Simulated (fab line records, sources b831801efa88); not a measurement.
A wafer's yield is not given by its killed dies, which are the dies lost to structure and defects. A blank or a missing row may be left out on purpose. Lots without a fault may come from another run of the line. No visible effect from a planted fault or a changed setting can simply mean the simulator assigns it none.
Matching of chambers / flow gf180mcu / 4 sister chambers for GF_STI_CMP_25 on cmp-01
The step polishes, stops on Si3N4, t overpolish 33 s, target thk 524.6 nm. 4 wafers are shown with their chamber, then 12 later ones without.

WAFERS, EACH WITH ITS CHAMBER
wafer=L087.6; chamber=3; motorCurrentA (A)=13.6
wafer=L091.6; chamber=0; motorCurrentA (A)=11.4
wafer=L092.3; chamber=2; motorCurrentA (A)=13.1
wafer=L092.6; chamber=1; motorCurrentA (A)=12.0

WAFERS WHOSE CHAMBER IS MISSING
wafer=L093.2; motorCurrentA (A)=11.8
wafer=L093.5; motorCurrentA (A)=13.2
wafer=L093.6; motorCurrentA (A)=11.1
wafer=L094.2; motorCurrentA (A)=12.2
wafer=L094.3; motorCurrentA (A)=11.1
wafer=L094.6; motorCurrentA (A)=13.8
wafer=L096.3; motorCurrentA (A)=11.9
wafer=L096.4; motorCurrentA (A)=13.8
wafer=L096.5; motorCurrentA (A)=11.7
wafer=L097.1; motorCurrentA (A)=12.0
wafer=L097.3; motorCurrentA (A)=13.3
wafer=L097.4; motorCurrentA (A)=13.2

CHAMBER TAKEN BY EACH
wafer=L093.2; from the rows above=can't be placed: 1 or 0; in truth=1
wafer=L093.5; from the rows above=can't be placed: 2 or 3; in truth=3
wafer=L093.6; from the rows above=0; in truth=0
wafer=L094.2; from the rows above=1; in truth=1
wafer=L094.3; from the rows above=0; in truth=0
wafer=L094.6; from the rows above=3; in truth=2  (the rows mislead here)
wafer=L096.3; from the rows above=can't be placed: 1 or 0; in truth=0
wafer=L096.4; from the rows above=3; in truth=3
wafer=L096.5; from the rows above=can't be placed: 0 or 1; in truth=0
wafer=L097.1; from the rows above=1; in truth=1
wafer=L097.3; from the rows above=can't be placed: 2 or 3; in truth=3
wafer=L097.4; from the rows above=can't be placed: 2 or 3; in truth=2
Placed correctly: 5 of 12. Cannot be placed on the basis of these rows: 6; the candidates contain the true chamber in 6. Placed wrongly: 1.
How it was worked out, from the rows above alone: a wafer's distance from a chamber is the root of the sum, over the readings, of the square of ((its reading less the chamber's mean) divided by the reading's scatter). The wafer belongs to the nearest chamber; if the next one is less than 2 further off, it can't be placed. A chamber's mean is the mean of its shown wafers. The scatter: with one shown wafer a chamber, the root of the mean of the squares of how far each hidden wafer lies from its nearest shown one.
